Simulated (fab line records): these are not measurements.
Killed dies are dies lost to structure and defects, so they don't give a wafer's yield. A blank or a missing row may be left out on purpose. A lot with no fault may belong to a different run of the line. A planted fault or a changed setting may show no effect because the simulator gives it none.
A lot that was struck, set against a sound lot / flow gf180mcu / 16 steps out of a route of 602
Sound: these wafers, L712.3, L712.5, L712.6. Struck: wafers L725.2, L725.3, L725.4. The cause is given at the end.
At each step with rows: each side's tool, then ch and its chambers, then its first start. Under that, the readings that differ: sound wafers / struck wafers / difference of the means / sigmas: that difference in standard deviations of wafers without a fault.
alike: a reading whose means differ by less than 2 such deviations, as well as words and numbers matching on both sides. not compared: withheld readings; readings where some wafer has no value; bounds like >300 that might hide an equal value; numbers whose values overlap and for which the record gives no deviation.
Wherever a step has rows on one side only, a row that says differs or no value, or a row with sigmas, the two part there. Numbers that don't overlap but have no deviation are shown without sigmas and don't part them. A reading that every wafer of one side lacks parts them only if that side has two wafers or more.

first, 1 step without rows for these wafers: GF_STI_DEVELOP_11 (develop time 60 s).
GF_STI_CD_MEAS_12: target cd 220 nm.
  struck on cd sem-01, day 5 11:47; sound on cd sem-01, day 2 16:46
reading=cd nm (nm); sound=221.1 221.2 220.9; struck=218.4 217.4 216.1; difference=-3.8; sigmas=-3
GF_STI_ETCH_13: etches the open film in CHF3/O2, stops on Si, target depth 282.31 nm, time 112.9 s.
  sound on rie diel-02 ch 0,1,2, day 2 16:50; struck on rie diel-01 ch 1,2,3, day 5 11:53
reading=oes product au (a.u.); sound=0.846 0.845 0.844; struck=0.829 0.832 0.831; difference=-0.014; sigmas=-2
  alike: drypump motor current A, throttle valve pct
  not compared: rf hours counter h
GF_STI_ETCH_14: etches Si in HBr/Cl2/O2, target depth 360 nm, time 102.9 s.
  sound on rie si-01 ch 0,1,2, day 2 16:55; struck on rie si-01 ch 1,2, day 5 11:58
  alike: HBr_flow_sccm, drypump motor current A, oes product au, throttle valve pct
  not compared: rf hours counter h
GF_STI_STRIP_15: strips in O2/N2.
  sound on plasma asher-01 ch 0,1, day 2 17:01; struck on plasma asher-03 ch 0,1, day 5 12:02
  alike: drypump motor current A, heater power w, oes product au, strip time to endpoint s
  not compared: rf hours counter h
then, 6 steps without rows for these wafers: GF_STI_CLEAN_16 (cleans in dHF, time 25 s); GF_STI_WET_ETCH_17 (etches Si3N4 in H3PO4, target depth 45 nm, time 514 s); GF_STI_CLEAN_18 (cleans in SC1/SC2, time 150 s); GF_STI_CLEAN_19 (cleans in dHF, time 20 s); GF_STI_WET_ETCH_20 (etches SiO2 in dHF, target depth 20 nm, time 400 s); GF_STI_OXIDATION_21 (stabilise 600 s, purge 300 s, target thk 15 nm).
GF_STI_THK_MEAS_22:
  struck on film metro-01, day 5 13:38; sound on film metro-02, day 2 18:40
  alike: STI_OXIDATION_01_THK
GF_STI_CVD_23: deposits SiO2, target thk 650 nm, time 108.3 s.
  sound on hdpcvd-01 ch 0,2, day 2 18:43; struck on hdpcvd-02 ch 0,1,2, day 5 13:41
reading=model.SiO2_of_STI_CVD_23.thk nm (nm); sound=648.9 642.1 654.3; struck=709.6 717.9 709.8; difference=+64.0; sigmas=
  alike: susceptor temp C
GF_STI_THK_MEAS_24:
  struck on film metro-02, day 5 13:46; sound on film metro-04, day 2 18:48
reading=STI_CVD_23_THK (nm); sound=649 642 654; struck=710 718 709; difference=+64; sigmas=+9
GF_STI_CMP_25: polishes, stops on Si3N4, t overpolish 33 s, target thk 524.6 nm.
  sound on cmp-01 ch 0,1,2, day 2 18:59; struck on cmp-01 ch 0,1,2, day 5 13:52
reading=time to endpoint s (s); sound=120 128 122; struck=134 137 136; difference=+12; sigmas=+3
  alike: motor current A, slurry filter dp kPa
next, for these wafers, 1 step has no rows: GF_PASSIVATION_PROBE_99.

== WHERE THEY PART ==
Earliest at GF_STI_CD_MEAS_12; latest, in this record, at GF_STI_CMP_25.

WHY: the cause the simulator had injected
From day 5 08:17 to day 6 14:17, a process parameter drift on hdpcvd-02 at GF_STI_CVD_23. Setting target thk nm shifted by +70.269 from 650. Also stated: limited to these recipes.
